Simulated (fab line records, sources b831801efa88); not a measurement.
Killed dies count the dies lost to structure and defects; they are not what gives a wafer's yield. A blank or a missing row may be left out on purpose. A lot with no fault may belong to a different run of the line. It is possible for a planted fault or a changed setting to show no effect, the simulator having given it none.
A struck lot beside a sound one -- flow gf180mcu -- 19 out of 602 route steps
Sound: these wafers, L305.3, L305.5, L305.6. Wafers L301.2, L301.3, L301.4 were the ones struck. The cause comes at the end.
Order at every step that has rows: each side's tool, ch and its chambers, its first start. Under that, the readings that differ: sound wafers -- struck wafers -- difference of the means -- sigmas: that difference in standard deviations of wafers without a fault.
alike: readings whose means differ by less than 2 such deviations, and words and numbers that are the same on both sides. not compared: withheld readings, readings that some wafer has no value for, bounds like >300 that may hide the same value, and numbers for which the record gives no deviation and whose values overlap.
Wherever a step has rows on one side only, a row that says differs or no value, or a row with sigmas, the two part there. Non-overlapping numbers with no deviation appear without sigmas and do not part them. A reading missing from all wafers of one side parts the sides only when that side holds two or more wafers.

first, 1 step without rows for these wafers: GF_NSD_IMPLANT_10.
GF_NSD_STRIP_11: strips in O2/N2.
  sound on plasmaAsher-02 ch 0,1, day 19 08:38; struck on plasmaAsher-02 ch 0,1, day 17 15:51
  alike: chamberPressureMTorr, drypumpMotorCurrentA, heaterPowerW, n2FlowSccm, oesProductAu, stripTimeToEndpointS
  not compared: rfHoursCounterH
GF_NSD_TW_MEAS_12:
  struck on filmMetro-01, day 17 15:58; sound on filmMetro-01, day 19 08:43
  alike: NSD_TW
then, 7 steps without rows for these wafers: GF_PSD_DEHYDRATE_00 (time 60 s); GF_PSD_HMDS_01 (prime time 60 s); GF_PSD_COAT_02 (resist thk 1000 nm); GF_PSD_SOFTBAKE_03 (time 60 s); GF_PSD_EXPOSE_04 (exposes mask Pplus, target cd 400 nm); GF_PSD_PEB_05; GF_PSD_DEVELOP_06 (develop time 60 s).
GF_PSD_CD_MEAS_07: target cd 400 nm.
  struck on cdSem-01, day 18 14:46; sound on cdSem-01, day 20 08:50
  alike: cdNm
GF_PSD_OVL_MEAS_08:
  struck on overlay-02, day 18 14:52; sound on overlay-01, day 20 08:55
  alike: PSD_OVL
GF_PSD_IMPLANT_09:
  sound on implanter-01 ch 0, day 20 08:59; struck on implanter-02 ch 0, day 18 14:55
reading,sound,struck,difference,sigmas
beamEnergyKeV,40.001 40.004 40.009,25.607 25.584 25.594,-14.410,-99 or more
model.implant.rpNm (nm),30.55 30.55 30.55,20.67 20.67 20.67,-9.88,
model.implant.drpNm (nm),15.87 15.87 15.87,11.6 11.6 11.6,-4.3,
GF_PSD_STRIP_10: strips in O2/N2.
  sound on plasmaAsher-01 ch 0,1, day 20 09:08; struck on plasmaAsher-01 ch 0,1, day 18 15:02
reading,sound,struck,difference,sigmas
oesProductAu (a.u.),0.594 0.577 0.599,0.628 0.625 0.632,+0.038,+9
stripTimeToEndpointS (s),16.48 16.51 16.50,15.18 15.18 15.15,-1.33,-38
  alike: chamberPressureMTorr, drypumpMotorCurrentA, heaterPowerW, n2FlowSccm
  not compared: rfHoursCounterH
GF_PSD_TW_MEAS_11:
  struck on filmMetro-03, day 18 15:28; sound on filmMetro-01, day 20 09:13
reading,sound,struck,difference,sigmas
PSD_TW,3258 3260 3250,2797 2813 2794,-455,-12
  not compared: hold
GF_PSD_RTA_13: time 20 s.
  sound on rtpAnneal-01 ch 0, day 20 09:20; struck on rtpAnneal-01 ch 0, day 18 16:31
  alike: lampPowerPct, wafer_temp_C_max
GF_PSD_RS_MEAS_14: the measuring method here is four-point-probe.
  struck on filmMetro-03, day 18 16:49; sound on filmMetro-02, day 20 09:26
  alike: NSD_RS
GF_PSD_RS_MEAS_15: the measuring method here is four-point-probe.
  struck on filmMetro-03, day 18 17:14; sound on filmMetro-02, day 20 09:33
reading,sound,struck,difference,sigmas
PSD_RS (ohm/sq),108.60 109.06 108.75,132.64 132.74 132.24,+23.74,+82
  not compared: hold
GF_PASSIVATION_PROBE_99:
  sound wafers here have rows in the record (prober-01, day 33 17:32); struck ones have none

== WHERE THEY PART ==
First at GF_PSD_IMPLANT_09; last, within this record, at GF_PASSIVATION_PROBE_99.

WHY: the cause the simulator had injected
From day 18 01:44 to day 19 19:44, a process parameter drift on implanter-02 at GF_PSD_IMPLANT_09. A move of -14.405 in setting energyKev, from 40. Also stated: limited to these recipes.
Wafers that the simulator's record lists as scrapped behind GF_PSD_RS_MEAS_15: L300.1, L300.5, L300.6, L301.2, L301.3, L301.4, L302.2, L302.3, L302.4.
